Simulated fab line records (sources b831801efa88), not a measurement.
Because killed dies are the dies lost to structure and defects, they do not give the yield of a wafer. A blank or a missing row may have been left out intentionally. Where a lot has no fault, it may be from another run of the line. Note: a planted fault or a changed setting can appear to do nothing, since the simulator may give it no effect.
The tool behind it: which one?	flow sky130	36 wafers from 12 lots sampled at 3 of the route's 708 steps

WHAT THE GAUGES SHOWED, per wafer
SKY_CONTACT_RS_MEAS_25: uses a four-point probe to measure.
lot	measured	on	CONTACT_W_RS (ohm/sq)
L075	day 32 03:43	film_metro-02	0.333 0.337 0.342
L077	day 32 12:41	film_metro-02	0.332 0.338 0.338
L079	day 33 09:39	film_metro-02	0.331 0.333 0.331
L081	day 34 05:40	film_metro-03	0.348 0.340 0.343
L083	day 34 22:59	film_metro-03	0.338 0.330 0.335
L085	day 35 12:37	film_metro-03	0.340 0.336 0.335
L087	day 35 23:49	film_metro-02	0.338 0.348 0.337
L089	day 36 19:43	film_metro-02	0.340 0.335 0.341
L091	day 37 12:56	film_metro-02	0.342 0.334 0.340
L093	day 37 15:55	film_metro-04	0.333 0.342 0.334
L095	day 39 14:22	film_metro-02	0.341 0.337 0.340
L096	day 39 10:54	film_metro-03	0.337 0.337 0.333

WHAT TOOL EACH LOT RAN ON (gives the tool, then ch and the chambers of the sampled wafers, and finally the start)
lot	SKY_VT_ADJUST_NCORE_STRIP_10	SKY_CONTACT_SPUTTER_23
L075	plasma_asher-02 ch 1, day 8 20:43	pvd_sputter-04, day 32 03:32
L077	plasma_asher-03 ch 0,1, day 9 08:53	pvd_sputter-04, day 32 12:29
L079	plasma_asher-02 ch 0,1, day 9 23:32	pvd_sputter-02, day 33 09:29
L081	plasma_asher-04 ch 1, day 10 15:58	pvd_sputter-02, day 34 05:28
L083	plasma_asher-03 ch 0,1, day 11 10:00	pvd_sputter-04, day 34 22:47
L085	plasma_asher-02 ch 0,1, day 11 21:16	pvd_sputter-04, day 35 12:26
L087	plasma_asher-04 ch 0,1, day 12 06:26	pvd_sputter-03, day 35 23:39
L089	plasma_asher-02 ch 0,1, day 13 04:46	pvd_sputter-02, day 36 19:33
L091	plasma_asher-03 ch 0,1, day 14 04:35	pvd_sputter-03, day 37 12:44
L093	plasma_asher-03 ch 0,1, day 14 08:08	pvd_sputter-04, day 37 15:44
L095	plasma_asher-04 ch 0,1, day 16 00:49	pvd_sputter-02, day 39 14:10
L096	plasma_asher-03 ch 0,1, day 16 01:22	pvd_sputter-04, day 39 10:44
- SKY_VT_ADJUST_NCORE_STRIP_10: strips in O2/N2.
- SKY_CONTACT_SPUTTER_23: material TiN, target thk 20 nm, time 80 s.

THE ANSWER, worked out from the rows above alone
Rule: what is usual is taken from the lots themselves. The widest of any qualifying gaps counts: lots, ordered by their means at a reading, are off when they make up no more than a third of the lots, leave a main group of 4 or more, and stand apart from it by 3 or more times the standard deviation of that group's means. The tables above print the reading to a certain number of digits; a main group whose means all agree to those digits is not used. A lot without any number at a reading at which 4 lots or more have one is off too. All remaining lots with rows at the step are treated as sound.
Nothing can be told from this: no lot is off at any reading shown.

WHAT THE SIMULATOR HAD PUT IN
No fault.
